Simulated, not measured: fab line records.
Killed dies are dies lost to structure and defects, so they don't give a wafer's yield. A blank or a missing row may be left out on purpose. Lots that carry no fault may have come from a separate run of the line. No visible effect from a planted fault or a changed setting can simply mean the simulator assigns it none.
fab line records / flow gf180mcu
record lots=13 wafers=39 lastDay=34
route steps=602 shown HV_LDD@198 M2@364 V2@384 V3@445
lots untouched by any fault: they come from a run of this same line in which no faults occurred
startH: the number of hours between the record's first day and the start of the first shown wafer of the lot / waitH: hours elapsed since this lot's preceding step / " the same as in the row above / L1.1+2: one row covering several wafers at once / - no value present, or no start provided / * or withheld: withheld / < > ~ a bound
route shown NAME@n: NAME is a module with steps in the file, n the number in the route of the first one / usual: average and standard deviation across the fault-free wafers / same: alike in all rows / chamber/n: place in a boat / sites: each site's reading / _std_site: standard deviation across them / _edge_site: mean of outer sites minus mean of inner sites / radiusMm: for every site, how far away it sits from the centre of the wafer / mask NAME#n: copy n / behind: the tool/chamber that last shaped the wafer / hold: why the lot went on hold/how many hours it stayed there/how the hold came to an end / device: transistor that didn't switch, given as n, p or np / end of line: tests of these same wafers at the route's end / for a step that has no rows: nothing shown but its recipe / killed: not the wafer's yield, but the dies lost to structure and defects at the first sort / map: a wafer's dies, marking killed ones x, the rest . and places with no die _
set.NAME: the setting the step ran with; set.NAME@STEP: the setting that earlier step ran with / model.NAME: the simulator's own value behind a step, which no gauge read
route steps across a sampled set of lots; one table per step, one row per wafer
services: the hour from which a tool's chamber was out of use, counted from the record's first day as startH (under 0 if before that day), plus the number of hours and why
## steps
# step GF_HV_LDD_STRIP_22
# recipe chemistry=O2/N2 powerW=1400 pressureMtorr=1500 platenTempC=250 o2FlowSccm=3000 n2FlowSccm=300 overashFraction=0.5
# usual drypumpMotorCurrentA=6.0/0.31 heaterPowerW=344/38 oesProductAu=0.716/0.0043 platenTempC=249.99/0.17 stripTimeToEndpointS=12.633/0.029
lot.wafer=L642.2 tool=plasmaAsher-01 chamber=1 startH=235.73 waitH=0.1 drypumpMotorCurrentA=5.7 heaterPowerW=387 oesProductAu=0.721 platenTempC=250.08 rfHoursCounterH=60 stripTimeToEndpointS=12.609
lot.wafer=L642.5 tool=plasmaAsher-01 chamber=1 startH=235.73 waitH=0.1 drypumpMotorCurrentA=5.6 heaterPowerW=379 oesProductAu=0.710 platenTempC=249.92 rfHoursCounterH=- stripTimeToEndpointS=12.598
lot.wafer=L642.6 tool=plasmaAsher-01 chamber=0 startH=235.73 waitH=0.1 drypumpMotorCurrentA=6.5 heaterPowerW=386 oesProductAu=0.724 platenTempC=250.09 rfHoursCounterH=- stripTimeToEndpointS=12.586
lot.wafer=L643.1 tool=plasmaAsher-01 chamber=1 startH=246.68 waitH=0.1 drypumpMotorCurrentA=5.5 heaterPowerW=381 oesProductAu=0.719 platenTempC=250.08 rfHoursCounterH=61 stripTimeToEndpointS=12.689
lot.wafer=L643.3 tool=plasmaAsher-01 chamber=0 startH=246.68 waitH=0.1 drypumpMotorCurrentA=6.5 heaterPowerW=377 oesProductAu=0.718 platenTempC=249.97 rfHoursCounterH=- stripTimeToEndpointS=12.608
lot.wafer=L643.4 tool=plasmaAsher-01 chamber=1 startH=246.68 waitH=0.1 drypumpMotorCurrentA=5.6 heaterPowerW=386 oesProductAu=0.711 platenTempC=250.22 rfHoursCounterH=- stripTimeToEndpointS=12.615
lot.wafer=L644.2 tool=plasmaAsher-01 chamber=1 startH=251.43 waitH=0.1 drypumpMotorCurrentA=5.6 heaterPowerW=397 oesProductAu=0.743 platenTempC=253.41 rfHoursCounterH=62 stripTimeToEndpointS=11.763
lot.wafer=L644.5 tool=plasmaAsher-01 chamber=1 startH=251.43 waitH=0.1 drypumpMotorCurrentA=5.6 heaterPowerW=393 oesProductAu=0.755 platenTempC=253.31 rfHoursCounterH=- stripTimeToEndpointS=11.756
lot.wafer=L644.6 tool=plasmaAsher-01 chamber=0 startH=251.43 waitH=0.1 drypumpMotorCurrentA=6.5 heaterPowerW=399 oesProductAu=0.748 platenTempC=253.65 rfHoursCounterH=- stripTimeToEndpointS=11.776
lot.wafer=L645.1 tool=plasmaAsher-01 chamber=1 startH=261.35 waitH=0.1 drypumpMotorCurrentA=5.6 heaterPowerW=391 oesProductAu=0.749 platenTempC=253.19 rfHoursCounterH=63 stripTimeToEndpointS=11.791
lot.wafer=L645.3 tool=plasmaAsher-01 chamber=1 startH=261.35 waitH=0.1 drypumpMotorCurrentA=5.6 heaterPowerW=389 oesProductAu=0.750 platenTempC=253.18 rfHoursCounterH=- stripTimeToEndpointS=11.803
lot.wafer=L645.6 tool=plasmaAsher-01 chamber=1 startH=261.35 waitH=0.1 drypumpMotorCurrentA=5.6 heaterPowerW=403 oesProductAu=0.746 platenTempC=253.16 rfHoursCounterH=- stripTimeToEndpointS=11.831
lot.wafer=L654.1 tool=plasmaAsher-03 chamber=0 startH=335.18 waitH=0.1 drypumpMotorCurrentA=6.0 heaterPowerW=292 oesProductAu=0.715 platenTempC=249.79 rfHoursCounterH=24 stripTimeToEndpointS=12.591
lot.wafer=L654.3 tool=plasmaAsher-03 chamber=0 startH=335.18 waitH=0.1 drypumpMotorCurrentA=6.0 heaterPowerW=291 oesProductAu=0.714 platenTempC=250.19 rfHoursCounterH=- stripTimeToEndpointS=12.609
lot.wafer=L654.5 tool=plasmaAsher-03 chamber=1 startH=335.18 waitH=0.1 drypumpMotorCurrentA=5.7 heaterPowerW=312 oesProductAu=0.717 platenTempC=249.67 rfHoursCounterH=- stripTimeToEndpointS=12.599
lot.wafer=L655.1 tool=plasmaAsher-01 chamber=1 startH=340.42 waitH=0.1 drypumpMotorCurrentA=5.6 heaterPowerW=371 oesProductAu=0.720 platenTempC=250.04 rfHoursCounterH=72 stripTimeToEndpointS=12.652
lot.wafer=L655.2 tool=plasmaAsher-01 chamber=0 startH=340.42 waitH=0.1 drypumpMotorCurrentA=6.5 heaterPowerW=386 oesProductAu=0.713 platenTempC=250.07 rfHoursCounterH=72 stripTimeToEndpointS=12.680
lot.wafer=L655.6 tool=plasmaAsher-01 chamber=1 startH=340.42 waitH=0.1 drypumpMotorCurrentA=5.6 heaterPowerW=386 oesProductAu=0.717 platenTempC=250.09 rfHoursCounterH=- stripTimeToEndpointS=12.680
lot.wafer=L656.2 tool=plasmaAsher-01 chamber=1 startH=349.30 waitH=0.1 drypumpMotorCurrentA=5.6 heaterPowerW=384 oesProductAu=0.717 platenTempC=250.18 rfHoursCounterH=73 stripTimeToEndpointS=12.646
lot.wafer=L656.4 tool=plasmaAsher-01 chamber=1 startH=349.30 waitH=0.1 drypumpMotorCurrentA=5.6 heaterPowerW=382 oesProductAu=0.714 platenTempC=250.04 rfHoursCounterH=- stripTimeToEndpointS=12.626
lot.wafer=L656.6 tool=plasmaAsher-01 chamber=1 startH=349.30 waitH=0.1 drypumpMotorCurrentA=5.6 heaterPowerW=375 oesProductAu=0.713 platenTempC=250.29 rfHoursCounterH=- stripTimeToEndpointS=12.623
lot.wafer=L658.3 tool=plasmaAsher-02 chamber=1 startH=363.70 waitH=0.1 drypumpMotorCurrentA=6.0 heaterPowerW=362 oesProductAu=0.718 platenTempC=250.38 rfHoursCounterH=- stripTimeToEndpointS=12.653
lot.wafer=L658.4 tool=plasmaAsher-02 chamber=0 startH=363.70 waitH=0.1 drypumpMotorCurrentA=6.1 heaterPowerW=328 oesProductAu=0.719 platenTempC=249.91 rfHoursCounterH=- stripTimeToEndpointS=12.634
lot.wafer=L658.6 tool=plasmaAsher-02 chamber=1 startH=363.70 waitH=0.1 drypumpMotorCurrentA=6.0 heaterPowerW=372 oesProductAu=0.715 platenTempC=250.16 rfHoursCounterH=- stripTimeToEndpointS=12.649
lot.wafer=L659.2 tool=plasmaAsher-03 chamber=1 startH=376.72 waitH=0.1 drypumpMotorCurrentA=5.7 heaterPowerW=314 oesProductAu=0.720 platenTempC=250.04 rfHoursCounterH=27 stripTimeToEndpointS=12.608
lot.wafer=L659.3 tool=plasmaAsher-03 chamber=1 startH=376.72 waitH=0.1 drypumpMotorCurrentA=5.7 heaterPowerW=318 oesProductAu=0.717 platenTempC=250.15 rfHoursCounterH=- stripTimeToEndpointS=12.603
lot.wafer=L659.5 tool=plasmaAsher-03 chamber=1 startH=376.72 waitH=0.1 drypumpMotorCurrentA=5.7 heaterPowerW=314 oesProductAu=0.714 platenTempC=250.24 rfHoursCounterH=- stripTimeToEndpointS=12.599
lot.wafer=L661.2 tool=plasmaAsher-01 chamber=1 startH=384.43 waitH=0.1 drypumpMotorCurrentA=5.6 heaterPowerW=385 oesProductAu=0.711 platenTempC=249.80 rfHoursCounterH=77 stripTimeToEndpointS=12.661
lot.wafer=L661.3 tool=plasmaAsher-01 chamber=0 startH=384.43 waitH=0.1 drypumpMotorCurrentA=6.4 heaterPowerW=384 oesProductAu=0.728 platenTempC=250.09 rfHoursCounterH=- stripTimeToEndpointS=12.620
lot.wafer=L661.4 tool=plasmaAsher-01 chamber=1 startH=384.43 waitH=0.1 drypumpMotorCurrentA=5.6 heaterPowerW=382 oesProductAu=0.722 platenTempC=249.75 rfHoursCounterH=- stripTimeToEndpointS=12.690
lot.wafer=L662.2 tool=plasmaAsher-01 chamber=0 startH=395.18 waitH=0.1 drypumpMotorCurrentA=6.5 heaterPowerW=381 oesProductAu=0.723 platenTempC=250.14 rfHoursCounterH=78 stripTimeToEndpointS=12.659
lot.wafer=L662.3 tool=plasmaAsher-01 chamber=0 startH=395.18 waitH=0.1 drypumpMotorCurrentA=6.5 heaterPowerW=387 oesProductAu=0.715 platenTempC=250.08 rfHoursCounterH=- stripTimeToEndpointS=12.643
lot.wafer=L662.5 tool=plasmaAsher-01 chamber=0 startH=395.18 waitH=0.1 drypumpMotorCurrentA=6.5 heaterPowerW=382 oesProductAu=0.715 platenTempC=249.75 rfHoursCounterH=- stripTimeToEndpointS=12.620
lot.wafer=L663.2 tool=plasmaAsher-03 chamber=1 startH=403.75 waitH=0.1 drypumpMotorCurrentA=5.7 heaterPowerW=315 oesProductAu=0.712 platenTempC=249.93 rfHoursCounterH=30 stripTimeToEndpointS=12.650
lot.wafer=L663.5 tool=plasmaAsher-03 chamber=1 startH=403.75 waitH=0.1 drypumpMotorCurrentA=5.7 heaterPowerW=321 oesProductAu=0.712 platenTempC=250.06 rfHoursCounterH=- stripTimeToEndpointS=12.657
lot.wafer=L663.6 tool=plasmaAsher-03 chamber=0 startH=403.75 waitH=0.1 drypumpMotorCurrentA=6.0 heaterPowerW=290 oesProductAu=0.715 platenTempC=250.22 rfHoursCounterH=- stripTimeToEndpointS=12.655
lot.wafer=L664.1 tool=plasmaAsher-02 chamber=0 startH=412.92 waitH=0.1 drypumpMotorCurrentA=6.1 heaterPowerW=322 oesProductAu=0.710 platenTempC=249.93 rfHoursCounterH=59 stripTimeToEndpointS=12.661
lot.wafer=L664.2 tool=plasmaAsher-02 chamber=1 startH=412.92 waitH=0.1 drypumpMotorCurrentA=6.0 heaterPowerW=364 oesProductAu=0.714 platenTempC=249.95 rfHoursCounterH=59 stripTimeToEndpointS=12.656
lot.wafer=L664.6 tool=plasmaAsher-02 chamber=1 startH=412.92 waitH=0.1 drypumpMotorCurrentA=6.0 heaterPowerW=362 oesProductAu=0.715 platenTempC=249.86 rfHoursCounterH=- stripTimeToEndpointS=12.661
# step GF_M2_SPUTTER_02
# recipe material=AlCu targetThkNm=450 powerW=10600 timeS=23.9 chamberPressurePa=0.4
# usual throttleValvePct=30.1/0.8
lot.wafer=L642.2 tool=pvdSputter-04 chamber=- startH=414.77 waitH=0.0 throttleValvePct=29.8
lot.wafer=L642.5 tool=pvdSputter-04 chamber=- startH=414.77 waitH=0.0 throttleValvePct=30.1
lot.wafer=L642.6 tool=pvdSputter-04 chamber=- startH=414.77 waitH=0.0 throttleValvePct=29.6
lot.wafer=L643.1 tool=pvdSputter-04 chamber=- startH=427.30 waitH=0.0 throttleValvePct=30.1
lot.wafer=L643.3 tool=pvdSputter-04 chamber=- startH=427.30 waitH=0.0 throttleValvePct=31.3
lot.wafer=L643.4 tool=pvdSputter-04 chamber=- startH=427.30 waitH=0.0 throttleValvePct=32.1
lot.wafer=L644.2 tool=pvdSputter-01 chamber=- startH=435.15 waitH=0.0 throttleValvePct=29.8
lot.wafer=L644.5 tool=pvdSputter-01 chamber=- startH=435.15 waitH=0.0 throttleValvePct=29.4
lot.wafer=L644.6 tool=pvdSputter-01 chamber=- startH=435.15 waitH=0.0 throttleValvePct=29.5
lot.wafer=L645.1 tool=pvdSputter-01 chamber=- startH=445.45 waitH=0.0 throttleValvePct=29.3
lot.wafer=L645.3 tool=pvdSputter-01 chamber=- startH=445.45 waitH=0.0 throttleValvePct=29.9
lot.wafer=L645.6 tool=pvdSputter-01 chamber=- startH=445.45 waitH=0.0 throttleValvePct=29.3
lot.wafer=L654.1 tool=pvdSputter-01 chamber=- startH=530.26 waitH=0.0 throttleValvePct=29.9
lot.wafer=L654.3 tool=pvdSputter-01 chamber=- startH=530.26 waitH=0.0 throttleValvePct=30.7
lot.wafer=L654.5 tool=pvdSputter-01 chamber=- startH=530.26 waitH=0.0 throttleValvePct=30.0
lot.wafer=L655.1 tool=pvdSputter-04 chamber=- startH=538.86 waitH=0.0 throttleValvePct=29.7
lot.wafer=L655.2 tool=pvdSputter-04 chamber=- startH=538.86 waitH=0.0 throttleValvePct=31.3
lot.wafer=L655.6 tool=pvdSputter-04 chamber=- startH=538.86 waitH=0.0 throttleValvePct=31.5
lot.wafer=L656.2 tool=pvdSputter-01 chamber=- startH=547.36 waitH=0.0 throttleValvePct=29.9
lot.wafer=L656.4 tool=pvdSputter-01 chamber=- startH=547.36 waitH=0.0 throttleValvePct=29.4
lot.wafer=L656.6 tool=pvdSputter-01 chamber=- startH=547.36 waitH=0.0 throttleValvePct=30.5
lot.wafer=L658.3 tool=pvdSputter-01 chamber=- startH=562.80 waitH=0.0 throttleValvePct=29.8
lot.wafer=L658.4 tool=pvdSputter-01 chamber=- startH=562.80 waitH=0.0 throttleValvePct=29.5
lot.wafer=L658.6 tool=pvdSputter-01 chamber=- startH=562.80 waitH=0.0 throttleValvePct=29.6
lot.wafer=L659.2 tool=pvdSputter-01 chamber=- startH=580.41 waitH=0.0 throttleValvePct=30.4
lot.wafer=L659.3 tool=pvdSputter-01 chamber=- startH=580.41 waitH=0.0 throttleValvePct=29.6
lot.wafer=L659.5 tool=pvdSputter-01 chamber=- startH=580.41 waitH=0.0 throttleValvePct=29.8
lot.wafer=L661.2 tool=pvdSputter-04 chamber=- startH=583.42 waitH=0.0 throttleValvePct=31.1
lot.wafer=L661.3 tool=pvdSputter-04 chamber=- startH=583.42 waitH=0.0 throttleValvePct=29.5
lot.wafer=L661.4 tool=pvdSputter-04 chamber=- startH=583.42 waitH=0.0 throttleValvePct=32.1
lot.wafer=L662.2 tool=pvdSputter-04 chamber=- startH=593.46 waitH=0.0 throttleValvePct=29.8
lot.wafer=L662.3 tool=pvdSputter-04 chamber=- startH=593.46 waitH=0.0 throttleValvePct=31.1
lot.wafer=L662.5 tool=pvdSputter-04 chamber=- startH=593.46 waitH=0.0 throttleValvePct=31.4
lot.wafer=L663.2 tool=pvdSputter-01 chamber=- startH=603.06 waitH=0.0 throttleValvePct=30.2
lot.wafer=L663.5 tool=pvdSputter-01 chamber=- startH=603.06 waitH=0.0 throttleValvePct=30.3
lot.wafer=L663.6 tool=pvdSputter-01 chamber=- startH=603.06 waitH=0.0 throttleValvePct=29.8
lot.wafer=L664.1 tool=pvdSputter-01 chamber=- startH=607.70 waitH=0.0 throttleValvePct=29.5
lot.wafer=L664.2 tool=pvdSputter-01 chamber=- startH=607.70 waitH=0.0 throttleValvePct=29.8
lot.wafer=L664.6 tool=pvdSputter-01 chamber=- startH=607.70 waitH=0.0 throttleValvePct=30.1
# step GF_V2_CVD_02
# recipe material=SiO2 targetThkNm=850 precursor=TEOS tempC=400 timeS=94.851 rfW=600
# usual heaterPowerOuterW=401/51 heaterPowerW=684/77
lot.wafer=L642.2 tool=pecvd-04 chamber=1 startH=440.00 waitH=0.0 heaterPowerOuterW=421 heaterPowerW=685
lot.wafer=L642.5 tool=pecvd-04 chamber=2 startH=440.00 waitH=0.0 heaterPowerOuterW=500 heaterPowerW=821
lot.wafer=L642.6 tool=pecvd-04 chamber=1 startH=440.00 waitH=0.0 heaterPowerOuterW=451 heaterPowerW=736
lot.wafer=L643.1 tool=pecvd-03 chamber=0 startH=452.69 waitH=0.1 heaterPowerOuterW=413 heaterPowerW=718
lot.wafer=L643.3 tool=pecvd-03 chamber=2 startH=452.69 waitH=0.1 heaterPowerOuterW=357 heaterPowerW=634
lot.wafer=L643.4 tool=pecvd-03 chamber=1 startH=452.69 waitH=0.1 heaterPowerOuterW=389 heaterPowerW=602
lot.wafer=L644.2 tool=pecvd-04 chamber=2 startH=460.00 waitH=0.0 heaterPowerOuterW=458 heaterPowerW=789
lot.wafer=L644.5 tool=pecvd-04 chamber=0 startH=460.00 waitH=0.0 heaterPowerOuterW=390 heaterPowerW=652
lot.wafer=L644.6 tool=pecvd-04 chamber=1 startH=460.00 waitH=0.0 heaterPowerOuterW=447 heaterPowerW=728
lot.wafer=L645.1 tool=pecvd-04 chamber=2 startH=470.36 waitH=0.1 heaterPowerOuterW=504 heaterPowerW=782
lot.wafer=L645.3 tool=pecvd-04 chamber=1 startH=470.36 waitH=0.1 heaterPowerOuterW=389 heaterPowerW=642
lot.wafer=L645.6 tool=pecvd-04 chamber=0 startH=470.36 waitH=0.1 heaterPowerOuterW=382 heaterPowerW=664
lot.wafer=L654.1 tool=pecvd-04 chamber=1 startH=554.34 waitH=0.1 heaterPowerOuterW=469 heaterPowerW=730
lot.wafer=L654.3 tool=pecvd-04 chamber=0 startH=554.34 waitH=0.1 heaterPowerOuterW=331 heaterPowerW=566
lot.wafer=L654.5 tool=pecvd-04 chamber=1 startH=554.34 waitH=0.1 heaterPowerOuterW=486 heaterPowerW=780
lot.wafer=L655.1 tool=pecvd-04 chamber=1 startH=562.50 waitH=0.1 heaterPowerOuterW=428 heaterPowerW=720
lot.wafer=L655.2 tool=pecvd-04 chamber=2 startH=562.50 waitH=0.1 heaterPowerOuterW=505 heaterPowerW=825
lot.wafer=L655.6 tool=pecvd-04 chamber=0 startH=562.50 waitH=0.1 heaterPowerOuterW=351 heaterPowerW=600
lot.wafer=L656.2 tool=pecvd-01 chamber=2 startH=570.80 waitH=0.0 heaterPowerOuterW=356 heaterPowerW=632
lot.wafer=L656.4 tool=pecvd-01 chamber=1 startH=570.80 waitH=0.0 heaterPowerOuterW=332 heaterPowerW=649
lot.wafer=L656.6 tool=pecvd-01 chamber=2 startH=570.80 waitH=0.0 heaterPowerOuterW=390 heaterPowerW=679
lot.wafer=L658.3 tool=pecvd-03 chamber=0 startH=585.80 waitH=0.1 heaterPowerOuterW=422 heaterPowerW=747
lot.wafer=L658.4 tool=pecvd-03 chamber=1 startH=585.80 waitH=0.1 heaterPowerOuterW=380 heaterPowerW=611
lot.wafer=L658.6 tool=pecvd-03 chamber=0 startH=585.80 waitH=0.1 heaterPowerOuterW=459 heaterPowerW=796
lot.wafer=L659.2 tool=pecvd-01 chamber=1 startH=602.22 waitH=0.0 heaterPowerOuterW=412 heaterPowerW=745
lot.wafer=L659.3 tool=pecvd-01 chamber=0 startH=602.22 waitH=0.0 heaterPowerOuterW=443 heaterPowerW=721
lot.wafer=L659.5 tool=pecvd-01 chamber=1 startH=602.22 waitH=0.0 heaterPowerOuterW=448 heaterPowerW=816
lot.wafer=L661.2 tool=pecvd-04 chamber=0 startH=605.59 waitH=0.0 heaterPowerOuterW=309 heaterPowerW=541
lot.wafer=L661.3 tool=pecvd-04 chamber=2 startH=605.59 waitH=0.0 heaterPowerOuterW=483 heaterPowerW=783
lot.wafer=L661.4 tool=pecvd-04 chamber=2 startH=605.59 waitH=0.0 heaterPowerOuterW=352 heaterPowerW=626
lot.wafer=L662.2 tool=pecvd-04 chamber=0 startH=615.73 waitH=0.0 heaterPowerOuterW=340 heaterPowerW=630
lot.wafer=L662.3 tool=pecvd-04 chamber=2 startH=615.73 waitH=0.0 heaterPowerOuterW=386 heaterPowerW=664
lot.wafer=L662.5 tool=pecvd-04 chamber=0 startH=615.73 waitH=0.0 heaterPowerOuterW=385 heaterPowerW=648
lot.wafer=L663.2 tool=pecvd-03 chamber=1 startH=624.03 waitH=0.0 heaterPowerOuterW=381 heaterPowerW=631
lot.wafer=L663.5 tool=pecvd-03 chamber=1 startH=624.03 waitH=0.0 heaterPowerOuterW=408 heaterPowerW=655
lot.wafer=L663.6 tool=pecvd-03 chamber=0 startH=624.03 waitH=0.0 heaterPowerOuterW=364 heaterPowerW=668
lot.wafer=L664.1 tool=pecvd-03 chamber=0 startH=629.59 waitH=0.1 heaterPowerOuterW=466 heaterPowerW=796
lot.wafer=L664.2 tool=pecvd-03 chamber=1 startH=629.59 waitH=0.1 heaterPowerOuterW=346 heaterPowerW=593
lot.wafer=L664.6 tool=pecvd-03 chamber=0 startH=629.59 waitH=0.1 heaterPowerOuterW=481 heaterPowerW=824
# step GF_V3_ETCH_16
# recipe chemistry=N2/H2 targetDepthA=withheld overetchA=withheld timeS=withheld target=BARC ionEnergyEv=200 sourceW=500 biasW=100 pressureMtorr=30 n2FlowSccm=100 h2FlowSccm=200
# usual drypumpMotorCurrentA=5.8/0.36 oesProductAu=0.854/0.0048 throttleValvePct=13.225/0.0089
lot.wafer=L642.2 tool=rieDiel-02 chamber=3 startH=516.66 waitH=0.0 drypumpMotorCurrentA=6.0 oesProductAu=0.856 throttleValvePct=13.218
lot.wafer=L642.5 tool=rieDiel-02 chamber=1 startH=516.66 waitH=0.0 drypumpMotorCurrentA=5.9 oesProductAu=0.861 throttleValvePct=13.231
lot.wafer=L642.6 tool=rieDiel-02 chamber=2 startH=516.66 waitH=0.0 drypumpMotorCurrentA=5.8 oesProductAu=0.850 throttleValvePct=13.257
lot.wafer=L643.1 tool=rieDiel-02 chamber=2 startH=528.36 waitH=0.0 drypumpMotorCurrentA=5.8 oesProductAu=0.860 throttleValvePct=13.235
lot.wafer=L643.3 tool=rieDiel-02 chamber=3 startH=528.36 waitH=0.0 drypumpMotorCurrentA=6.1 oesProductAu=0.858 throttleValvePct=13.215
lot.wafer=L643.4 tool=rieDiel-02 chamber=1 startH=528.36 waitH=0.0 drypumpMotorCurrentA=5.9 oesProductAu=0.853 throttleValvePct=13.219
lot.wafer=L644.2 tool=rieDiel-04 chamber=1 startH=535.51 waitH=0.0 drypumpMotorCurrentA=5.8 oesProductAu=0.853 throttleValvePct=13.215
lot.wafer=L644.5 tool=rieDiel-04 chamber=3 startH=535.51 waitH=0.0 drypumpMotorCurrentA=5.6 oesProductAu=0.854 throttleValvePct=13.209
lot.wafer=L644.6 tool=rieDiel-04 chamber=2 startH=535.51 waitH=0.0 drypumpMotorCurrentA=6.0 oesProductAu=0.859 throttleValvePct=13.211
lot.wafer=L645.1 tool=rieDiel-02 chamber=2 startH=544.02 waitH=0.0 drypumpMotorCurrentA=5.8 oesProductAu=0.861 throttleValvePct=13.237
lot.wafer=L645.3 tool=rieDiel-02 chamber=1 startH=544.02 waitH=0.0 drypumpMotorCurrentA=5.9 oesProductAu=0.855 throttleValvePct=13.225
lot.wafer=L645.6 tool=rieDiel-02 chamber=1 startH=544.02 waitH=0.0 drypumpMotorCurrentA=5.9 oesProductAu=0.860 throttleValvePct=13.229
lot.wafer=L654.1 tool=rieDiel-02 chamber=3 startH=624.77 waitH=0.0 drypumpMotorCurrentA=6.0 oesProductAu=0.850 throttleValvePct=13.221
lot.wafer=L654.3 tool=rieDiel-02 chamber=1 startH=624.77 waitH=0.0 drypumpMotorCurrentA=5.9 oesProductAu=0.858 throttleValvePct=13.211
lot.wafer=L654.5 tool=rieDiel-02 chamber=2 startH=624.77 waitH=0.0 drypumpMotorCurrentA=5.8 oesProductAu=0.853 throttleValvePct=13.227
lot.wafer=L655.1 tool=rieDiel-04 chamber=1 startH=628.81 waitH=0.0 drypumpMotorCurrentA=5.8 oesProductAu=0.854 throttleValvePct=13.232
lot.wafer=L655.2 tool=rieDiel-04 chamber=2 startH=628.81 waitH=0.0 drypumpMotorCurrentA=6.1 oesProductAu=0.861 throttleValvePct=13.244
lot.wafer=L655.6 tool=rieDiel-04 chamber=1 startH=628.81 waitH=0.0 drypumpMotorCurrentA=5.8 oesProductAu=0.845 throttleValvePct=13.235
lot.wafer=L656.2 tool=rieDiel-04 chamber=1 startH=637.41 waitH=0.0 drypumpMotorCurrentA=5.8 oesProductAu=0.855 throttleValvePct=13.224
lot.wafer=L656.4 tool=rieDiel-04 chamber=0 startH=637.41 waitH=0.0 drypumpMotorCurrentA=5.4 oesProductAu=0.856 throttleValvePct=13.219
lot.wafer=L656.6 tool=rieDiel-04 chamber=3 startH=637.41 waitH=0.0 drypumpMotorCurrentA=5.6 oesProductAu=0.852 throttleValvePct=13.223
lot.wafer=L658.3 tool=rieDiel-01 chamber=1 startH=650.61 waitH=0.0 drypumpMotorCurrentA=6.0 oesProductAu=0.849 throttleValvePct=13.221
lot.wafer=L658.4 tool=rieDiel-01 chamber=2 startH=650.61 waitH=0.0 drypumpMotorCurrentA=5.8 oesProductAu=0.856 throttleValvePct=13.230
lot.wafer=L658.6 tool=rieDiel-01 chamber=0 startH=650.61 waitH=0.0 drypumpMotorCurrentA=6.6 oesProductAu=0.862 throttleValvePct=13.234
lot.wafer=L659.2 tool=rieDiel-04 chamber=1 startH=666.32 waitH=0.0 drypumpMotorCurrentA=5.8 oesProductAu=0.853 throttleValvePct=13.215
lot.wafer=L659.3 tool=rieDiel-04 chamber=3 startH=666.32 waitH=0.0 drypumpMotorCurrentA=5.6 oesProductAu=0.851 throttleValvePct=13.224
lot.wafer=L659.5 tool=rieDiel-04 chamber=0 startH=666.32 waitH=0.0 drypumpMotorCurrentA=5.4 oesProductAu=0.854 throttleValvePct=13.223
lot.wafer=L661.2 tool=rieDiel-04 chamber=0 startH=669.93 waitH=0.0 drypumpMotorCurrentA=5.4 oesProductAu=0.862 throttleValvePct=13.222
lot.wafer=L661.3 tool=rieDiel-04 chamber=3 startH=669.93 waitH=0.0 drypumpMotorCurrentA=5.6 oesProductAu=0.854 throttleValvePct=13.218
lot.wafer=L661.4 tool=rieDiel-04 chamber=1 startH=669.93 waitH=0.0 drypumpMotorCurrentA=5.8 oesProductAu=0.858 throttleValvePct=13.236
lot.wafer=L662.2 tool=rieDiel-04 chamber=1 startH=677.46 waitH=0.0 drypumpMotorCurrentA=5.8 oesProductAu=0.853 throttleValvePct=13.232
lot.wafer=L662.3 tool=rieDiel-04 chamber=3 startH=677.46 waitH=0.0 drypumpMotorCurrentA=5.6 oesProductAu=0.862 throttleValvePct=13.228
lot.wafer=L662.5 tool=rieDiel-04 chamber=0 startH=677.46 waitH=0.0 drypumpMotorCurrentA=5.4 oesProductAu=0.853 throttleValvePct=13.215
lot.wafer=L663.2 tool=rieDiel-01 chamber=3 startH=685.97 waitH=0.0 drypumpMotorCurrentA=5.1 oesProductAu=0.851 throttleValvePct=13.239
lot.wafer=L663.5 tool=rieDiel-01 chamber=0 startH=685.97 waitH=0.0 drypumpMotorCurrentA=6.5 oesProductAu=0.850 throttleValvePct=13.226
lot.wafer=L663.6 tool=rieDiel-01 chamber=3 startH=685.97 waitH=0.0 drypumpMotorCurrentA=5.1 oesProductAu=0.858 throttleValvePct=13.217
lot.wafer=L664.1 tool=rieDiel-02 chamber=1 startH=692.32 waitH=0.0 drypumpMotorCurrentA=5.9 oesProductAu=0.859 throttleValvePct=13.233
lot.wafer=L664.2 tool=rieDiel-02 chamber=2 startH=692.32 waitH=0.0 drypumpMotorCurrentA=5.9 oesProductAu=0.861 throttleValvePct=13.226
lot.wafer=L664.6 tool=rieDiel-02 chamber=2 startH=692.32 waitH=0.0 drypumpMotorCurrentA=5.8 oesProductAu=0.857 throttleValvePct=13.220
## services
tool=pvdSputter-04 chamber=- startH=218.81 hours=1.8 kind=repair
tool=rieDiel-02 chamber=- startH=228.19 hours=0.3 kind=repair
tool=pvdSputter-01 chamber=- startH=307.54 hours=1.8 kind=repair
tool=plasmaAsher-01 chamber=- startH=308.15 hours=1.0 kind=repair
tool=rieDiel-04 chamber=3 startH=317.77 hours=11.0 kind=repair
tool=rieDiel-04 chamber=3 startH=405.92 hours=4.4 kind=repair
tool=rieDiel-04 chamber=0 startH=428.64 hours=3.8 kind=repair
tool=rieDiel-04 chamber=2 startH=442.27 hours=6.4 kind=repair
tool=pecvd-04 chamber=1 startH=455.33 hours=4.6 kind=repair
tool=pecvd-04 chamber=1 startH=463.09 hours=4.6 kind=repair
tool=plasmaAsher-01 chamber=- startH=485.54 hours=8.7 kind=repair
tool=rieDiel-04 chamber=2 startH=491.83 hours=2.8 kind=repair
tool=pvdSputter-01 chamber=- startH=506.24 hours=3.5 kind=repair
tool=pvdSputter-01 chamber=- startH=540.95 hours=2.3 kind=repair
tool=plasmaAsher-01 chamber=- startH=567.40 hours=2.2 kind=repair
tool=rieDiel-04 chamber=0 startH=587.92 hours=4.9 kind=repair
tool=pecvd-04 chamber=1 startH=588.16 hours=5.1 kind=repair
tool=pecvd-04 chamber=- startH=591.12 hours=14.0 kind=pm
tool=rieDiel-04 chamber=0 startH=606.90 hours=4.9 kind=repair
tool=pecvd-04 chamber=- startH=609.72 hours=6.0 kind=pm
tool=rieDiel-04 chamber=- startH=612.33 hours=0.7 kind=repair
tool=rieDiel-04 chamber=3 startH=638.39 hours=10.7 kind=repair
tool=rieDiel-04 chamber=2 startH=666.06 hours=1.4 kind=repair
tool=rieDiel-04 chamber=2 startH=676.96 hours=13.1 kind=repair
## key
firstSign step=GF_HV_LDD_STRIP_22 reading=stripTimeToEndpointS direction=down sigmas=29 usual=* struck=*
effect step=GF_HV_LDD_STRIP_22 reading=platenTempC direction=up sigmas=19 usual=* struck=*
metAt GF_HV_LDD_STRIP_22
struckLots L644,L645
testerLeftOut L644,L645
notActingAt GF_M2_SPUTTER_02,GF_V2_CVD_02,GF_V3_ETCH_16
onsetBetween 246.68 251.43
fault kind=processParameterDrift tool=plasmaAsher-01 chamber=- onsetH=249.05 steps=GF_HV_LDD_STRIP_22 channel=platenTempC offset=* shape=step endH=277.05 actsIn=* stated=*
# testerLeftOut: of these lots the tester's yield and bins aren't shown, on N5 and GAA mostly nor the transistor test; their killed dies are dies lost to structure and defects alone, not to doping, threshold or leakage, so they don't give the yield
